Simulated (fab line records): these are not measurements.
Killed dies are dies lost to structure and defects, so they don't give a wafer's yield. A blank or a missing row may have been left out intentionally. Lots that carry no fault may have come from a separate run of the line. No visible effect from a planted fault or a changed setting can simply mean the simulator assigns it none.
Which tool was responsible?	flow sfqLine	Sampling: 14 lots, 42 wafers, 2 of 325 route steps

## WHAT THE GAUGES SHOWED, per wafer
SFQ_I4_OVL_MEAS_928. Usual: I4_OVL typically reads -2 nm, with standard deviation 5.2.
lot	measured	on	I4_OVL (nm)	flag
L689	day 46 17:54	overlay-02	-4 -7 -7	
L690	day 46 19:05	overlay-02	-6 -12 -10	
L691	day 47 05:04	overlay-02	-6 -2 3	
L692	day 49 03:58	overlay-02	-8 -2 -4	
L693	day 49 05:10	overlay-02	-1 -4 -9	
L694	day 49 06:21	overlay-02	-3 3 1	
L697	day 56 11:41	overlay-01	-3 1 1	
L700	day 56 15:17	overlay-01	-1 -2 -10	
L707	day 61 05:31	overlay-01	3 2 -2	
L708	day 61 08:23	overlay-01	-1 2 -2	
L709	day 61 11:23	overlay-02	-10 -5 -8	
L710	day 61 12:46	overlay-02	-5 -5 1	
L711	day 61 19:01	overlay-02	-2 -3 -4	
L712	day 62 01:49	overlay-01	9 9 6	

SFQ_C5_OVL_MEAS_937. Usual: C5_OVL typically reads -2 nm, with standard deviation 6.3.
lot	measured	on	C5_OVL (nm)	flag
L689	day 67 20:00	overlay-01	-3 -4 -4	
L690	day 67 22:23	overlay-01	-11 -15 -11	
L691	day 68 02:13	overlay-02	3 3 -2	
L692	day 70 05:22	overlay-01	7 5 -3	
L693	day 74 14:11	overlay-01	-4 1 -6	
L694	day 74 15:22	overlay-02	-3 0 -7	
L697	day 75 08:10	overlay-02	-5 -7 0	
L700	day 75 14:10	overlay-01	0 2 -3	
L707	day 78 11:52	overlay-01	3 3 3	
L708	day 78 13:05	overlay-01	-9 -4 -5	
L709	day 78 14:16	overlay-01	-16 -5 -3	
L710	day 78 15:28	overlay-01	-3 -1 1	
L711	day 78 16:40	overlay-01	5 3 2	
L712	day 78 17:52	overlay-01	8 3 12	

## WHICH TOOL RAN EACH LOT (tool, then ch and the chambers of the sampled wafers, then the start)
There is no process step in the record ahead of these readings.

## WHAT THE TOOLS THEMSELVES READ (means of the sampled wafers that have a number; where no wafer has one, the mark that the record gives instead)
The record holds no such reading with a usual standard deviation.

## THE ANSWER, worked out from the rows above alone
Rule: a lot is off if the mean of its wafers that have a number lies more than 3 standard deviations from the usual mean. A lot without any number at a reading at which 4 lots or more have one is off too. All remaining lots with rows at the step are treated as sound. After the gauges, taken in route order, come the tools' own readings; for these a lot's mean is taken, as printed above. The first step at which some lot is off is used, and at that step the reading that is off furthest; a lot without a number counts as furthest.
Nothing can be told from this: no lot is off at any reading shown.

## WHAT THE SIMULATOR HAD INSERTED
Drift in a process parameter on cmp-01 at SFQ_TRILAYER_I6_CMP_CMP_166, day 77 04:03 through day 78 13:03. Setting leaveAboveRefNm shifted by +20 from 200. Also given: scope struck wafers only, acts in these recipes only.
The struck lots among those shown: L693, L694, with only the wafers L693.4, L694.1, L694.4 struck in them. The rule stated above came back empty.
